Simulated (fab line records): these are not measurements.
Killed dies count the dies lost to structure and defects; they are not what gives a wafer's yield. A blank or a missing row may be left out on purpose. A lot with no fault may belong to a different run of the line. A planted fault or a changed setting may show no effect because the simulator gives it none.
8D (eight disciplines) problem report, filled in by code ; flow gf180mcu ; the parts of the form that need people (team, actions taken, sign-off) are left out

1. THE PROBLEM
V3_W_RS at GF_V3_RS_MEAS_24 reads a mean of 1.120 ohm/sq on 3 wafers of 2 lots; wafers without a fault read 0.328 ohm/sq with a standard deviation of 0.0038. That is +99 or more standard deviations from the usual mean.
The step: measures by four-point-probe.
First seen on wafer L921.4, day 27 03:40, on film-metro-01. The record holds 31 wafers of 11 lots with a number at this step. The rule behind "out" and "out of limits": a value lying over 4 standard deviations away from the usual mean. Any other wafer with a number is counted as sound.

2. WHAT THIS IS AND IS NOT
question;is;is not
which readings at this step;V3_W_RS;-
which lots;L921, L923;L908, L909, L910, L911, L913, L914, L916, L917, L929
which wafers of those lots;L921.4, L921.6, L923.4;L923.1
read on which gauges;film-metro-01, film-metro-02;film-metro-03
when;from day 27 03:40;"up to then (24 sound wafers); but 4 sound wafers of L923, L929 came after"

3. WHAT RULES OUT EACH SUSPECT
Counting: a tool at a process step up to the reading stays a suspect if it ran every lot that is out. Sound lots after the first of them don't rule it out here, since some wafers of a struck lot are sound.
- ruled out: the gauge at GF_V3_RS_MEAS_24. Those wafers that are out were read across 2 gauges (film-metro-01, film-metro-02).
- cvd-w-01 at GF_V3_CVD_23 (deposits W, target thk 350 nm, time 104.9 s): kept. It processed each lot that is out (first: L921, day 27 03:32); up to then, its last sound lot is L908 (day 22 05:47).
Remaining after the count: cvd-w-01 at GF_V3_CVD_23.

4. THE CAUSE (what the simulator had put in)
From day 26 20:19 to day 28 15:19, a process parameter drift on cvd-w-01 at GF_V3_CVD_23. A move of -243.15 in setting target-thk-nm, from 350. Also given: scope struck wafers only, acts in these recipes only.
Counting left only this tool.

5. THE CHAIN OF EFFECTS, in route order
Rows list readings where the struck wafers' mean (over those with a number) sits beyond 3 standard deviations from the usual. Scope: only readings with a usual standard deviation given in the record; hours: median across lots of the time from each lot's start at the first step in this table that gives one to its start at this step; sigmas: change in usual standard deviations.
hours;step;reading;usual;on struck wafers;change;sigmas
0;GF_V3_RS_MEAS_24;V3_W_RS;0.328 ohm/sq;1.120;+0.792;+99 or more
0;GF_V3_THK_MEAS_25;V3_W_THK;359 nm;106;-253;-45
0;GF_V3_CMP_26;time-to-endpoint-s;83.8 s;26.3;-57.5;-24
The process steps in it:
- GF_V3_CMP_26: polishes, stops on SiO2, t overpolish 15 s, target thk 0 nm.

6. WHAT WOULD HAVE CAUGHT IT SOONER
The first out-of-limits reading at a measuring or inspecting step in this record came at day 27 03:40, 7 hours after the fault's start at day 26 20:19.
No tool reading at GF_V3_CVD_23 that has a usual standard deviation in the record was out on any struck wafer, so an alarm limit of 4 standard deviations on those readings would not have fired.
Among the 2 lots that are out, L923 began GF_V3_CVD_23 on cvd-w-01 after day 27 03:40. It would have been spared by a hold on the tool at that moment.
